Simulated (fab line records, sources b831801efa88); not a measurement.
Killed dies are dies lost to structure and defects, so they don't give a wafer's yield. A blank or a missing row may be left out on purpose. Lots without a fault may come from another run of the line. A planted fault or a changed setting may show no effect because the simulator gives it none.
Which tool did it? | flow sky130 | 6 lots, 18 wafers sampled, at 1 step of a route of 708

WHAT THE GAUGES READ, wafer by wafer
SKY_LDD_HVN_TW_MEAS_10.
lot  | measured     | on            | LDD_HVN_TW
L447 | day 20 21:50 | film_metro-04 | 1443 1444 1442
L449 | day 21 18:53 | film_metro-02 | 1437 1428 1430
L453 | day 23 07:02 | film_metro-03 | 1449 1444 1445
L456 | day 24 13:27 | film_metro-03 | 1443 1445 1446
L465 | day 27 08:32 | film_metro-02 | 1429 1426 1431
L466 | day 27 12:50 | film_metro-02 | 1430 1433 1436

WHICH TOOL RAN EACH LOT (tool, then ch and the chambers of the sampled wafers, then the start)
The record holds no process step before these readings.

THE ANSWER, worked out from the rows above alone
Rule: what is usual is taken from the lots themselves. Put in order of their means at a reading, lots are off if they are a third of the lots or fewer, leave a main group of 4 or more, and stand apart from it by a gap of 3 or more times the standard deviation of the main group's means; of several such gaps the widest counts. A main group whose means are all the same, to the digits that the tables above print for the reading, isn't used. A lot without any number at a reading at which 4 lots or more have one is off too. The other lots that the step has rows for count as sound.
No lot is off at any reading shown: from this, nothing can be told.

WHAT THE SIMULATOR HAD PUT IN
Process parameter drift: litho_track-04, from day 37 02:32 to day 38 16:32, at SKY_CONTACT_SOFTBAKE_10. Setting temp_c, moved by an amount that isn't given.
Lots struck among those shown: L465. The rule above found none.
